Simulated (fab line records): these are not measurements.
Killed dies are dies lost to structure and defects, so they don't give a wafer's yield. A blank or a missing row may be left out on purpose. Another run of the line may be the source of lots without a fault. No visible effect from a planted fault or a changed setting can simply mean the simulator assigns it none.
fab line records / flow sky130
record lots=12 wafers=36 last-day=50
route steps=708 shown CONTACT@423 METAL1@450 VIA1@479 VIA4@639 PAD_OPEN@708
lots that met no fault: taken from a fault-free run of the same line
start-h: hours from the record's first day to the start of the lot's first wafer shown / wait-h: hours from the lot's prior step to this one / " unchanged from the row above / L1.1+2: several wafers, shown together as one row / - no value, or no start was given / * or withheld: withheld / < > ~ a bound
route shown NAME@n: NAME is a module with steps in the file, n the number in the route of the first one / usual: mean/standard deviation of fault-free wafers / same: alike in all rows / chamber/n: place in a boat / sites: each site's reading / _std_site: their standard deviation / _edge_site: outer sites' mean less inner sites' / radius-mm: for every site, how far away it sits from the centre of the wafer / mask NAME#n: copy n / behind: the most recent tool/chamber to have shaped the wafer / hold: what put the lot on hold/how long, in hours/how the hold closed / device: the transistor (n, p or np) that didn't switch / end of line: tests run on the same wafers once the route is complete / a step with no rows: only its recipe / killed: count of dies lost to structure and defects at first sort (not the wafer's yield) / map: a wafer's dies, x killed, . not, _ none there
set.NAME: the setting that was run; set.NAME@STEP: the one run at that earlier step / model.NAME: the simulator's own value behind a step, which no gauge read
a sample of lots followed through the steps of the route, with each step as a table and each wafer as a row
services: the hour from which a tool's chamber was out of use, counted from the record's first day as start-h (under 0 if before that day), plus the number of hours and why
## steps
# step SKY_CONTACT_ETCH_17
# recipe target=SiO2 chemistry=C4F8/O2/Ar stop-on=Si3N4 mask-material=KrF-thick source-w=1500 bias-w=1200 pressure-mtorr=40 c4f8-flow-sccm=withheld O2_flow_sccm=6 Ar_flow_sccm=300 time-s=withheld target-depth-a=3400
# usual oes-product-au=0.891/0.0049
lot.wafer=L104.1 tool=rie-diel-03 chamber=2 start-h=751.93 wait-h=0.0 oes-product-au=0.895
lot.wafer=L104.2 tool=rie-diel-03 chamber=0 start-h=751.93 wait-h=0.0 oes-product-au=0.896
lot.wafer=L104.3 tool=rie-diel-03 chamber=1 start-h=751.93 wait-h=0.0 oes-product-au=0.887
lot.wafer=L105.2 tool=rie-diel-03 chamber=2 start-h=773.40 wait-h=0.0 oes-product-au=0.899
lot.wafer=L105.3 tool=rie-diel-03 chamber=1 start-h=773.40 wait-h=0.0 oes-product-au=0.885
lot.wafer=L105.4 tool=rie-diel-03 chamber=0 start-h=773.40 wait-h=0.0 oes-product-au=0.885
lot.wafer=L107.1 tool=rie-diel-04 chamber=0 start-h=774.85 wait-h=0.0 oes-product-au=0.882
lot.wafer=L107.3 tool=rie-diel-04 chamber=3 start-h=774.85 wait-h=0.0 oes-product-au=0.896
lot.wafer=L107.4 tool=rie-diel-04 chamber=1 start-h=774.85 wait-h=0.0 oes-product-au=0.880
lot.wafer=L106.1 tool=rie-diel-03 chamber=0 start-h=777.30 wait-h=0.0 oes-product-au=0.887
lot.wafer=L106.4 tool=rie-diel-03 chamber=2 start-h=777.30 wait-h=0.0 oes-product-au=0.894
lot.wafer=L106.6 tool=rie-diel-03 chamber=3 start-h=777.30 wait-h=0.0 oes-product-au=0.880
lot.wafer=L111.1 tool=rie-diel-01 chamber=3 start-h=800.49 wait-h=0.0 oes-product-au=0.891
lot.wafer=L111.4 tool=rie-diel-01 chamber=1 start-h=800.49 wait-h=0.0 oes-product-au=0.899
lot.wafer=L111.6 tool=rie-diel-01 chamber=0 start-h=800.49 wait-h=0.0 oes-product-au=0.885
lot.wafer=L114.1 tool=rie-diel-01 chamber=0 start-h=823.25 wait-h=0.0 oes-product-au=0.895
lot.wafer=L114.3 tool=rie-diel-01 chamber=1 start-h=823.25 wait-h=0.0 oes-product-au=0.894
lot.wafer=L114.5 tool=rie-diel-01 chamber=0 start-h=823.25 wait-h=0.0 oes-product-au=0.893
lot.wafer=L118.2 tool=rie-diel-04 chamber=3 start-h=856.05 wait-h=0.0 oes-product-au=0.891
lot.wafer=L118.3 tool=rie-diel-04 chamber=0 start-h=856.05 wait-h=0.0 oes-product-au=0.889
lot.wafer=L118.6 tool=rie-diel-04 chamber=1 start-h=856.05 wait-h=0.0 oes-product-au=0.896
lot.wafer=L120.1 tool=rie-diel-03 chamber=3 start-h=861.21 wait-h=0.0 oes-product-au=0.881
lot.wafer=L120.4 tool=rie-diel-03 chamber=1 start-h=861.21 wait-h=0.0 oes-product-au=0.883
lot.wafer=L120.5 tool=rie-diel-03 chamber=2 start-h=861.21 wait-h=0.0 oes-product-au=0.888
lot.wafer=L121.1 tool=rie-diel-01 chamber=0 start-h=869.50 wait-h=0.0 oes-product-au=0.891
lot.wafer=L121.3 tool=rie-diel-01 chamber=2 start-h=869.50 wait-h=0.0 oes-product-au=0.886
lot.wafer=L121.5 tool=rie-diel-01 chamber=3 start-h=869.50 wait-h=0.0 oes-product-au=0.882
lot.wafer=L124.1 tool=rie-diel-03 chamber=1 start-h=887.19 wait-h=0.0 oes-product-au=0.891
lot.wafer=L124.2 tool=rie-diel-03 chamber=2 start-h=887.19 wait-h=0.0 oes-product-au=0.888
lot.wafer=L124.5 tool=rie-diel-03 chamber=2 start-h=887.19 wait-h=0.0 oes-product-au=0.888
lot.wafer=L125.1 tool=rie-diel-03 chamber=0 start-h=901.11 wait-h=0.0 oes-product-au=0.896
lot.wafer=L125.5 tool=rie-diel-03 chamber=0 start-h=901.11 wait-h=0.0 oes-product-au=0.888
lot.wafer=L125.6 tool=rie-diel-03 chamber=3 start-h=901.11 wait-h=0.0 oes-product-au=0.890
lot.wafer=L127.2 tool=rie-diel-01 chamber=3 start-h=901.46 wait-h=0.0 oes-product-au=0.889
lot.wafer=L127.3 tool=rie-diel-01 chamber=2 start-h=901.46 wait-h=0.0 oes-product-au=0.893
lot.wafer=L127.6 tool=rie-diel-01 chamber=0 start-h=901.46 wait-h=0.0 oes-product-au=0.891
# step SKY_METAL1_OVL_MEAS_16
# usual METAL1_OVL=-2/5.8
lot.wafer=L104.1 tool=overlay-02 chamber=- start-h=780.18 wait-h=0.1 METAL1_OVL[nm]=-13
lot.wafer=L104.2 tool=overlay-02 chamber=- start-h=780.18 wait-h=0.1 METAL1_OVL[nm]=-5
lot.wafer=L104.3 tool=overlay-02 chamber=- start-h=780.18 wait-h=0.1 METAL1_OVL[nm]=-10
lot.wafer=L105.2 tool=overlay-02 chamber=- start-h=801.79 wait-h=0.1 METAL1_OVL[nm]=-1
lot.wafer=L105.3 tool=overlay-02 chamber=- start-h=801.79 wait-h=0.1 METAL1_OVL[nm]=-2
lot.wafer=L105.4 tool=overlay-02 chamber=- start-h=801.79 wait-h=0.1 METAL1_OVL[nm]=-1
lot.wafer=L107.1 tool=overlay-01 chamber=- start-h=802.98 wait-h=0.1 METAL1_OVL[nm]=1
lot.wafer=L107.3 tool=overlay-01 chamber=- start-h=802.98 wait-h=0.1 METAL1_OVL[nm]=6
lot.wafer=L107.4 tool=overlay-01 chamber=- start-h=802.98 wait-h=0.1 METAL1_OVL[nm]=-6
lot.wafer=L106.1 tool=overlay-02 chamber=- start-h=805.40 wait-h=0.1 METAL1_OVL[nm]=-3
lot.wafer=L106.4 tool=overlay-02 chamber=- start-h=805.40 wait-h=0.1 METAL1_OVL[nm]=-4
lot.wafer=L106.6 tool=overlay-02 chamber=- start-h=805.40 wait-h=0.1 METAL1_OVL[nm]=-5
lot.wafer=L111.1 tool=overlay-01 chamber=- start-h=828.28 wait-h=0.1 METAL1_OVL[nm]=3
lot.wafer=L111.4 tool=overlay-01 chamber=- start-h=828.28 wait-h=0.1 METAL1_OVL[nm]=1
lot.wafer=L111.6 tool=overlay-01 chamber=- start-h=828.28 wait-h=0.1 METAL1_OVL[nm]=-3
lot.wafer=L114.1 tool=overlay-02 chamber=- start-h=851.03 wait-h=0.1 METAL1_OVL[nm]=7
lot.wafer=L114.3 tool=overlay-02 chamber=- start-h=851.03 wait-h=0.1 METAL1_OVL[nm]=-2
lot.wafer=L114.5 tool=overlay-02 chamber=- start-h=851.03 wait-h=0.1 METAL1_OVL[nm]=4
lot.wafer=L118.2 tool=overlay-01 chamber=- start-h=883.53 wait-h=0.1 METAL1_OVL[nm]=1
lot.wafer=L118.3 tool=overlay-01 chamber=- start-h=883.53 wait-h=0.1 METAL1_OVL[nm]=-4
lot.wafer=L118.6 tool=overlay-01 chamber=- start-h=883.53 wait-h=0.1 METAL1_OVL[nm]=-3
lot.wafer=L120.1 tool=overlay-02 chamber=- start-h=888.64 wait-h=0.1 METAL1_OVL[nm]=11
lot.wafer=L120.4 tool=overlay-02 chamber=- start-h=888.64 wait-h=0.1 METAL1_OVL[nm]=6
lot.wafer=L120.5 tool=overlay-02 chamber=- start-h=888.64 wait-h=0.1 METAL1_OVL[nm]=2
lot.wafer=L121.1 tool=overlay-01 chamber=- start-h=896.78 wait-h=0.1 METAL1_OVL[nm]=-12
lot.wafer=L121.3 tool=overlay-01 chamber=- start-h=896.78 wait-h=0.1 METAL1_OVL[nm]=-9
lot.wafer=L121.5 tool=overlay-01 chamber=- start-h=896.78 wait-h=0.1 METAL1_OVL[nm]=-3
lot.wafer=L124.1 tool=overlay-01 chamber=- start-h=913.28 wait-h=0.1 METAL1_OVL[nm]=-10
lot.wafer=L124.2 tool=overlay-01 chamber=- start-h=913.28 wait-h=0.1 METAL1_OVL[nm]=-2
lot.wafer=L124.5 tool=overlay-01 chamber=- start-h=913.28 wait-h=0.1 METAL1_OVL[nm]=-2
lot.wafer=L125.1 tool=overlay-02 chamber=- start-h=928.23 wait-h=0.1 METAL1_OVL[nm]=-9
lot.wafer=L125.5 tool=overlay-02 chamber=- start-h=928.23 wait-h=0.1 METAL1_OVL[nm]=-3
lot.wafer=L125.6 tool=overlay-02 chamber=- start-h=928.23 wait-h=0.1 METAL1_OVL[nm]=-8
lot.wafer=L127.2 tool=overlay-01 chamber=- start-h=928.80 wait-h=0.1 METAL1_OVL[nm]=-5
lot.wafer=L127.3 tool=overlay-01 chamber=- start-h=928.80 wait-h=0.1 METAL1_OVL[nm]=2
lot.wafer=L127.6 tool=overlay-01 chamber=- start-h=928.80 wait-h=0.1 METAL1_OVL[nm]=-5
# step SKY_VIA1_CVD_21
# recipe material=W target-thk-nm=270 time-s=80.902 temp-c=400 pressure-torr=40
# usual heater-power-outer-w=485/20 heater-power-w=812/40
lot.wafer=L104.1 tool=cvd-w-01 chamber=1 start-h=808.92 wait-h=0.0 heater-power-outer-w=473 heater-power-w=748
lot.wafer=L104.2 tool=cvd-w-01 chamber=0 start-h=808.92 wait-h=0.0 heater-power-outer-w=490 heater-power-w=818
lot.wafer=L104.3 tool=cvd-w-01 chamber=1 start-h=808.92 wait-h=0.0 heater-power-outer-w=477 heater-power-w=765
lot.wafer=L105.2 tool=cvd-w-01 chamber=1 start-h=830.99 wait-h=0.0 heater-power-outer-w=466 heater-power-w=760
lot.wafer=L105.3 tool=cvd-w-01 chamber=0 start-h=830.99 wait-h=0.0 heater-power-outer-w=474 heater-power-w=802
lot.wafer=L105.4 tool=cvd-w-01 chamber=1 start-h=830.99 wait-h=0.0 heater-power-outer-w=470 heater-power-w=782
lot.wafer=L107.1 tool=cvd-w-01 chamber=0 start-h=831.65 wait-h=0.0 heater-power-outer-w=464 heater-power-w=822
lot.wafer=L107.3 tool=cvd-w-01 chamber=0 start-h=831.65 wait-h=0.0 heater-power-outer-w=486 heater-power-w=813
lot.wafer=L107.4 tool=cvd-w-01 chamber=1 start-h=831.65 wait-h=0.0 heater-power-outer-w=474 heater-power-w=756
lot.wafer=L106.1 tool=cvd-w-02 chamber=1 start-h=834.06 wait-h=0.0 heater-power-outer-w=514 heater-power-w=890
lot.wafer=L106.4 tool=cvd-w-02 chamber=0 start-h=834.06 wait-h=0.0 heater-power-outer-w=521 heater-power-w=836
lot.wafer=L106.6 tool=cvd-w-02 chamber=0 start-h=834.06 wait-h=0.0 heater-power-outer-w=518 heater-power-w=826
lot.wafer=L111.1 tool=cvd-w-02 chamber=0 start-h=856.49 wait-h=0.0 heater-power-outer-w=527 heater-power-w=824
lot.wafer=L111.4 tool=cvd-w-02 chamber=1 start-h=856.49 wait-h=0.0 heater-power-outer-w=518 heater-power-w=876
lot.wafer=L111.6 tool=cvd-w-02 chamber=0 start-h=856.49 wait-h=0.0 heater-power-outer-w=513 heater-power-w=861
lot.wafer=L114.1 tool=cvd-w-02 chamber=1 start-h=879.43 wait-h=0.0 heater-power-outer-w=510 heater-power-w=899
lot.wafer=L114.3 tool=cvd-w-02 chamber=0 start-h=879.43 wait-h=0.0 heater-power-outer-w=530 heater-power-w=852
lot.wafer=L114.5 tool=cvd-w-02 chamber=1 start-h=879.43 wait-h=0.0 heater-power-outer-w=523 heater-power-w=906
lot.wafer=L118.2 tool=cvd-w-01 chamber=0 start-h=911.01 wait-h=0.0 heater-power-outer-w=477 heater-power-w=823
lot.wafer=L118.3 tool=cvd-w-01 chamber=0 start-h=911.01 wait-h=0.0 heater-power-outer-w=488 heater-power-w=854
lot.wafer=L118.6 tool=cvd-w-01 chamber=1 start-h=911.01 wait-h=0.0 heater-power-outer-w=469 heater-power-w=750
lot.wafer=L120.1 tool=cvd-w-01 chamber=0 start-h=916.15 wait-h=0.0 heater-power-outer-w=489 heater-power-w=832
lot.wafer=L120.4 tool=cvd-w-01 chamber=0 start-h=916.15 wait-h=0.0 heater-power-outer-w=486 heater-power-w=833
lot.wafer=L120.5 tool=cvd-w-01 chamber=0 start-h=916.15 wait-h=0.0 heater-power-outer-w=492 heater-power-w=842
lot.wafer=L121.1 tool=cvd-w-02 chamber=0 start-h=924.69 wait-h=0.0 heater-power-outer-w=498 heater-power-w=807
lot.wafer=L121.3 tool=cvd-w-02 chamber=1 start-h=924.69 wait-h=0.0 heater-power-outer-w=465 heater-power-w=785
lot.wafer=L121.5 tool=cvd-w-02 chamber=1 start-h=924.69 wait-h=0.0 heater-power-outer-w=459 heater-power-w=799
lot.wafer=L124.1 tool=cvd-w-01 chamber=0 start-h=940.46 wait-h=0.0 heater-power-outer-w=485 heater-power-w=821
lot.wafer=L124.2 tool=cvd-w-01 chamber=1 start-h=940.46 wait-h=0.0 heater-power-outer-w=477 heater-power-w=751
lot.wafer=L124.5 tool=cvd-w-01 chamber=1 start-h=940.46 wait-h=0.0 heater-power-outer-w=465 heater-power-w=784
lot.wafer=L125.1 tool=cvd-w-01 chamber=0 start-h=954.30 wait-h=0.0 heater-power-outer-w=496 heater-power-w=847
lot.wafer=L125.5 tool=cvd-w-01 chamber=0 start-h=954.30 wait-h=0.0 heater-power-outer-w=484 heater-power-w=834
lot.wafer=L125.6 tool=cvd-w-01 chamber=1 start-h=954.30 wait-h=0.0 heater-power-outer-w=476 heater-power-w=755
lot.wafer=L127.2 tool=cvd-w-02 chamber=1 start-h=954.65 wait-h=0.0 heater-power-outer-w=464 heater-power-w=796
lot.wafer=L127.3 tool=cvd-w-02 chamber=0 start-h=954.65 wait-h=0.0 heater-power-outer-w=483 heater-power-w=804
lot.wafer=L127.6 tool=cvd-w-02 chamber=0 start-h=954.65 wait-h=0.0 heater-power-outer-w=502 heater-power-w=836
# step SKY_VIA4_HDPCVD_00
# recipe material=SiO2 target-thk-nm=1750 sigma-open-frac=0.3 time-s=291.7 temp-c=400 sih4-flow-sccm=60 pressure-mtorr=6
# usual run-length-s=319.5/0.57
lot.wafer=L104.1 tool=hdpcvd-02 chamber=2 start-h=993.25 wait-h=0.0 run-length-s=318.6
lot.wafer=L104.2 tool=hdpcvd-02 chamber=0 start-h=993.25 wait-h=0.0 run-length-s=320.4
lot.wafer=L104.3 tool=hdpcvd-02 chamber=1 start-h=993.25 wait-h=0.0 run-length-s=319.5
lot.wafer=L105.2 tool=hdpcvd-01 chamber=2 start-h=1013.69 wait-h=0.0 run-length-s=320.0
lot.wafer=L105.3 tool=hdpcvd-01 chamber=1 start-h=1013.69 wait-h=0.0 run-length-s=319.6
lot.wafer=L105.4 tool=hdpcvd-01 chamber=1 start-h=1013.69 wait-h=0.0 run-length-s=319.8
lot.wafer=L107.1 tool=hdpcvd-01 chamber=1 start-h=1014.23 wait-h=0.0 run-length-s=319.3
lot.wafer=L107.3 tool=hdpcvd-01 chamber=0 start-h=1014.23 wait-h=0.0 run-length-s=319.3
lot.wafer=L107.4 tool=hdpcvd-01 chamber=2 start-h=1014.23 wait-h=0.0 run-length-s=319.9
lot.wafer=L106.1 tool=hdpcvd-02 chamber=2 start-h=1015.54 wait-h=0.0 run-length-s=319.3
lot.wafer=L106.4 tool=hdpcvd-02 chamber=0 start-h=1015.54 wait-h=0.0 run-length-s=320.2
lot.wafer=L106.6 tool=hdpcvd-02 chamber=1 start-h=1015.54 wait-h=0.0 run-length-s=319.2
lot.wafer=L111.1 tool=hdpcvd-01 chamber=1 start-h=1034.53 wait-h=0.0 run-length-s=319.9
lot.wafer=L111.4 tool=hdpcvd-01 chamber=1 start-h=1034.53 wait-h=0.0 run-length-s=319.3
lot.wafer=L111.6 tool=hdpcvd-01 chamber=2 start-h=1034.53 wait-h=0.0 run-length-s=319.9
lot.wafer=L114.1 tool=hdpcvd-01 chamber=0 start-h=1055.35 wait-h=0.0 run-length-s=319.0
lot.wafer=L114.3 tool=hdpcvd-01 chamber=1 start-h=1055.35 wait-h=0.0 run-length-s=359.9
lot.wafer=L114.5 tool=hdpcvd-01 chamber=2 start-h=1055.35 wait-h=0.0 run-length-s=319.5
lot.wafer=L118.2 tool=hdpcvd-02 chamber=1 start-h=1082.55 wait-h=0.0 run-length-s=319.1
lot.wafer=L118.3 tool=hdpcvd-02 chamber=0 start-h=1082.55 wait-h=0.0 run-length-s=320.1
lot.wafer=L118.6 tool=hdpcvd-02 chamber=1 start-h=1082.55 wait-h=0.0 run-length-s=319.5
lot.wafer=L120.1 tool=hdpcvd-02 chamber=0 start-h=1085.65 wait-h=0.0 run-length-s=320.7
lot.wafer=L120.4 tool=hdpcvd-02 chamber=1 start-h=1085.65 wait-h=0.0 run-length-s=319.2
lot.wafer=L120.5 tool=hdpcvd-02 chamber=2 start-h=1085.65 wait-h=0.0 run-length-s=318.8
lot.wafer=L121.1 tool=hdpcvd-02 chamber=2 start-h=1092.59 wait-h=0.0 run-length-s=318.9
lot.wafer=L121.3 tool=hdpcvd-02 chamber=0 start-h=1092.59 wait-h=0.0 run-length-s=321.0
lot.wafer=L121.5 tool=hdpcvd-02 chamber=0 start-h=1092.59 wait-h=0.0 run-length-s=320.6
lot.wafer=L124.1 tool=hdpcvd-02 chamber=2 start-h=1108.90 wait-h=0.0 run-length-s=318.6
lot.wafer=L124.2 tool=hdpcvd-02 chamber=0 start-h=1108.90 wait-h=0.0 run-length-s=320.2
lot.wafer=L124.5 tool=hdpcvd-02 chamber=0 start-h=1108.90 wait-h=0.0 run-length-s=320.5
lot.wafer=L125.1 tool=hdpcvd-02 chamber=2 start-h=1118.10 wait-h=0.0 run-length-s=319.0
lot.wafer=L125.5 tool=hdpcvd-02 chamber=1 start-h=1118.10 wait-h=0.0 run-length-s=319.3
lot.wafer=L125.6 tool=hdpcvd-02 chamber=0 start-h=1118.10 wait-h=0.0 run-length-s=320.3
lot.wafer=L127.2 tool=hdpcvd-02 chamber=2 start-h=1119.52 wait-h=0.0 run-length-s=318.9
lot.wafer=L127.3 tool=hdpcvd-02 chamber=1 start-h=1119.52 wait-h=0.0 run-length-s=319.8
lot.wafer=L127.6 tool=hdpcvd-02 chamber=0 start-h=1119.52 wait-h=0.0 run-length-s=320.3
# step SKY_VIA4_THK_MEAS_01
# recipe reads=SiO2_of_VIA4_HDPCVD_00
# usual VIA4_HDPCVD_THK=1741/20
lot.wafer=L104.1 tool=film-metro-02 chamber=- start-h=993.43 wait-h=0.1 VIA4_HDPCVD_THK[nm]=1759
lot.wafer=L104.2 tool=film-metro-02 chamber=- start-h=993.43 wait-h=0.1 VIA4_HDPCVD_THK[nm]=1800
lot.wafer=L104.3 tool=film-metro-02 chamber=- start-h=993.43 wait-h=0.1 VIA4_HDPCVD_THK[nm]=1746
lot.wafer=L105.2 tool=film-metro-03 chamber=- start-h=1013.88 wait-h=0.1 VIA4_HDPCVD_THK[nm]=1723
lot.wafer=L105.3 tool=film-metro-03 chamber=- start-h=1013.88 wait-h=0.1 VIA4_HDPCVD_THK[nm]=1751
lot.wafer=L105.4 tool=film-metro-03 chamber=- start-h=1013.88 wait-h=0.1 VIA4_HDPCVD_THK[nm]=1735
lot.wafer=L107.1 tool=film-metro-03 chamber=- start-h=1014.40 wait-h=0.1 VIA4_HDPCVD_THK[nm]=1765
lot.wafer=L107.3 tool=film-metro-03 chamber=- start-h=1014.40 wait-h=0.1 VIA4_HDPCVD_THK[nm]=1723
lot.wafer=L107.4 tool=film-metro-03 chamber=- start-h=1014.40 wait-h=0.1 VIA4_HDPCVD_THK[nm]=1762
lot.wafer=L106.1 tool=film-metro-03 chamber=- start-h=1015.72 wait-h=0.1 VIA4_HDPCVD_THK[nm]=1764
lot.wafer=L106.4 tool=film-metro-03 chamber=- start-h=1015.72 wait-h=0.1 VIA4_HDPCVD_THK[nm]=1760
lot.wafer=L106.6 tool=film-metro-03 chamber=- start-h=1015.72 wait-h=0.1 VIA4_HDPCVD_THK[nm]=1759
lot.wafer=L111.1 tool=film-metro-03 chamber=- start-h=1034.71 wait-h=0.1 VIA4_HDPCVD_THK[nm]=1755
lot.wafer=L111.4 tool=film-metro-03 chamber=- start-h=1034.71 wait-h=0.1 VIA4_HDPCVD_THK[nm]=1754
lot.wafer=L111.6 tool=film-metro-03 chamber=- start-h=1034.71 wait-h=0.1 VIA4_HDPCVD_THK[nm]=1766
lot.wafer=L114.1 tool=film-metro-04 chamber=- start-h=1055.52 wait-h=0.1 VIA4_HDPCVD_THK[nm]=1741
lot.wafer=L114.3 tool=film-metro-04 chamber=- start-h=1055.52 wait-h=0.1 VIA4_HDPCVD_THK[nm]=1984
lot.wafer=L114.5 tool=film-metro-04 chamber=- start-h=1055.52 wait-h=0.1 VIA4_HDPCVD_THK[nm]=1714
lot.wafer=L118.2 tool=film-metro-04 chamber=- start-h=1082.73 wait-h=0.1 VIA4_HDPCVD_THK[nm]=1716
lot.wafer=L118.3 tool=film-metro-04 chamber=- start-h=1082.73 wait-h=0.1 VIA4_HDPCVD_THK[nm]=1752
lot.wafer=L118.6 tool=film-metro-04 chamber=- start-h=1082.73 wait-h=0.1 VIA4_HDPCVD_THK[nm]=1744
lot.wafer=L120.1 tool=film-metro-02 chamber=- start-h=1085.83 wait-h=0.1 VIA4_HDPCVD_THK[nm]=1769
lot.wafer=L120.4 tool=film-metro-02 chamber=- start-h=1085.83 wait-h=0.1 VIA4_HDPCVD_THK[nm]=1742
lot.wafer=L120.5 tool=film-metro-02 chamber=- start-h=1085.83 wait-h=0.1 VIA4_HDPCVD_THK[nm]=1747
lot.wafer=L121.1 tool=film-metro-04 chamber=- start-h=1092.77 wait-h=0.1 VIA4_HDPCVD_THK[nm]=1712
lot.wafer=L121.3 tool=film-metro-04 chamber=- start-h=1092.77 wait-h=0.1 VIA4_HDPCVD_THK[nm]=1749
lot.wafer=L121.5 tool=film-metro-04 chamber=- start-h=1092.77 wait-h=0.1 VIA4_HDPCVD_THK[nm]=1738
lot.wafer=L124.1 tool=film-metro-03 chamber=- start-h=1109.07 wait-h=0.1 VIA4_HDPCVD_THK[nm]=1726
lot.wafer=L124.2 tool=film-metro-03 chamber=- start-h=1109.07 wait-h=0.1 VIA4_HDPCVD_THK[nm]=1786
lot.wafer=L124.5 tool=film-metro-03 chamber=- start-h=1109.07 wait-h=0.1 VIA4_HDPCVD_THK[nm]=1758
lot.wafer=L125.1 tool=film-metro-04 chamber=- start-h=1118.27 wait-h=0.1 VIA4_HDPCVD_THK[nm]=1725
lot.wafer=L125.5 tool=film-metro-04 chamber=- start-h=1118.27 wait-h=0.1 VIA4_HDPCVD_THK[nm]=1727
lot.wafer=L125.6 tool=film-metro-04 chamber=- start-h=1118.27 wait-h=0.1 VIA4_HDPCVD_THK[nm]=1778
lot.wafer=L127.2 tool=film-metro-02 chamber=- start-h=1119.71 wait-h=0.1 VIA4_HDPCVD_THK[nm]=1759
lot.wafer=L127.3 tool=film-metro-02 chamber=- start-h=1119.71 wait-h=0.1 VIA4_HDPCVD_THK[nm]=1746
lot.wafer=L127.6 tool=film-metro-02 chamber=- start-h=1119.71 wait-h=0.1 VIA4_HDPCVD_THK[nm]=1792
# step SKY_PAD_OPEN_PROBE_99
# usual defect-limited-yield=82.3/1.9 killed_at_M0_to_M3=44/6.5 killed_at_M4_up=3.3/1.9 killed-at-contacts=24/5.3 killed-at-front-end=15/4.5 killed-at-other=0.3/0.58 killed-dies=87/9.3 killed-open=48/6.6 killed-short=39/6.1 sort_bin_3_pad_short=0.9/0.46 sort_bin_5_function=10.5/1.6 sort_bin_6_memory=6.3/1.1 sort-n-pass=405/9.3 sort-yield-pct=82.3/1.9
# same gross-dies=492 killed-at-back-side=0 sort_bin_4_leakage[%]=0 sort_bin_8_speed[%]=0
lot.wafer=L106.1 tool=prober-01 chamber=- start-h=1106.73 wait-h=0.1 defect-limited-yield[%]=82.5 killed_at_M0_to_M3=46 killed_at_M4_up=6 killed-at-contacts=22 killed-at-front-end=12 killed-at-other=0 killed-dies=86 killed-open=48 killed-short=38 sort_bin_3_pad_short[%]=0.2 sort_bin_5_function[%]=11.4 sort_bin_6_memory[%]=5.9 sort-n-pass=406 sort-yield-pct[%]=82.5
lot.wafer=L106.4 tool=prober-01 chamber=- start-h=1106.88 wait-h=0.2 defect-limited-yield[%]=84.1 killed_at_M0_to_M3=39 killed_at_M4_up=4 killed-at-contacts=17 killed-at-front-end=17 killed-at-other=1 killed-dies=78 killed-open=51 killed-short=27 sort_bin_3_pad_short[%]=0 sort_bin_5_function[%]=8.5 sort_bin_6_memory[%]=7.3 sort-n-pass=414 sort-yield-pct[%]=84.1
lot.wafer=L106.6 tool=prober-01 chamber=- start-h=1106.98 wait-h=0.2 defect-limited-yield[%]=84.1 killed_at_M0_to_M3=39 killed_at_M4_up=5 killed-at-contacts=15 killed-at-front-end=19 killed-at-other=0 killed-dies=78 killed-open=39 killed-short=39 sort_bin_3_pad_short[%]=1.0 sort_bin_5_function[%]=10.4 sort_bin_6_memory[%]=4.5 sort-n-pass=414 sort-yield-pct[%]=84.1
# killed by level:class
L106.1 CONTACT:geometric-particle:open=10 VIA1:geometric-particle:open=10 VIA2:geometric-particle:open=9 LI_CONTACT:geometric-particle:open=6 VIA3:geometric-particle:short=6 METAL1:geometric-particle:short=5 VIA2:geometric-particle:short=5 VIA1:geometric-particle:short=4
L106.4 VIA1:geometric-particle:open=15 CONTACT:geometric-particle:open=8 LI_CONTACT:geometric-particle:open=6 VIA2:geometric-particle:short=6 POLY_GATE:geometric-particle:open=5 VIA3:geometric-particle:open=5 POLY_GATE:geometric-particle:short=4 FIELD_ISO:geometric-particle:short=3
L106.6 CONTACT:geometric-particle:open=7 VIA1:geometric-particle:open=7 FIELD_ISO:geometric-particle:short=6 VIA3:geometric-particle:open=6 METAL3:geometric-particle:short=5 METAL4:geometric-particle:short=5 LI_CONTACT:geometric-particle:short=4 FIELD_ISO:geometric-particle:open=3
## services
tool=cvd-w-01 chamber=- start-h=728.70 hours=6.0 kind=pm
tool=rie-diel-03 chamber=3 start-h=749.04 hours=3.4 kind=repair
tool=rie-diel-03 chamber=- start-h=791.89 hours=2.8 kind=pm
tool=cvd-w-01 chamber=0 start-h=793.91 hours=14.8 kind=repair
tool=cvd-w-02 chamber=0 start-h=814.37 hours=3.9 kind=repair
tool=hdpcvd-02 chamber=1 start-h=835.63 hours=21.9 kind=repair
tool=cvd-w-01 chamber=- start-h=840.43 hours=0.6 kind=repair
tool=rie-diel-03 chamber=0 start-h=843.80 hours=3.6 kind=repair
tool=hdpcvd-02 chamber=- start-h=866.34 hours=0.6 kind=repair
tool=cvd-w-02 chamber=- start-h=874.87 hours=2.8 kind=pm
tool=cvd-w-02 chamber=- start-h=904.00 hours=14.0 kind=pm
tool=rie-diel-03 chamber=3 start-h=904.02 hours=5.5 kind=repair
tool=rie-diel-03 chamber=1 start-h=908.16 hours=16.2 kind=repair
tool=rie-diel-03 chamber=- start-h=911.16 hours=0.6 kind=repair
tool=cvd-w-01 chamber=- start-h=941.06 hours=6.9 kind=pm
tool=rie-diel-03 chamber=2 start-h=946.78 hours=6.7 kind=repair
tool=hdpcvd-02 chamber=- start-h=950.25 hours=15.0 kind=pm
tool=cvd-w-01 chamber=1 start-h=968.34 hours=4.4 kind=repair
tool=hdpcvd-02 chamber=- start-h=973.17 hours=5.4 kind=repair
tool=hdpcvd-02 chamber=- start-h=997.18 hours=1.1 kind=repair
tool=rie-diel-03 chamber=1 start-h=1028.00 hours=19.8 kind=repair
tool=hdpcvd-02 chamber=- start-h=1054.13 hours=2.6 kind=repair
tool=cvd-w-01 chamber=1 start-h=1056.69 hours=10.2 kind=repair
tool=hdpcvd-02 chamber=- start-h=1113.50 hours=1.3 kind=repair
## key
first-sign step=SKY_VIA4_HDPCVD_00 reading=run-length-s direction=up sigmas=71 usual=* struck=*
effect step=SKY_VIA4_THK_MEAS_01 reading=VIA4_HDPCVD_THK direction=up sigmas=12 usual=1741 struck=1984
met-at SKY_VIA4_HDPCVD_00
struck-lots L114
struck-wafers L114.3
not-acting-at SKY_CONTACT_ETCH_17,SKY_METAL1_OVL_MEAS_16,SKY_VIA1_CVD_21
onset-between 1034.53 1055.35
fault kind=process-parameter-drift tool=hdpcvd-01 chamber=1 onset-h=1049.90 steps=SKY_VIA4_HDPCVD_00 channel=time-s offset=* shape=step end-h=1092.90 acts-in=* stated=*
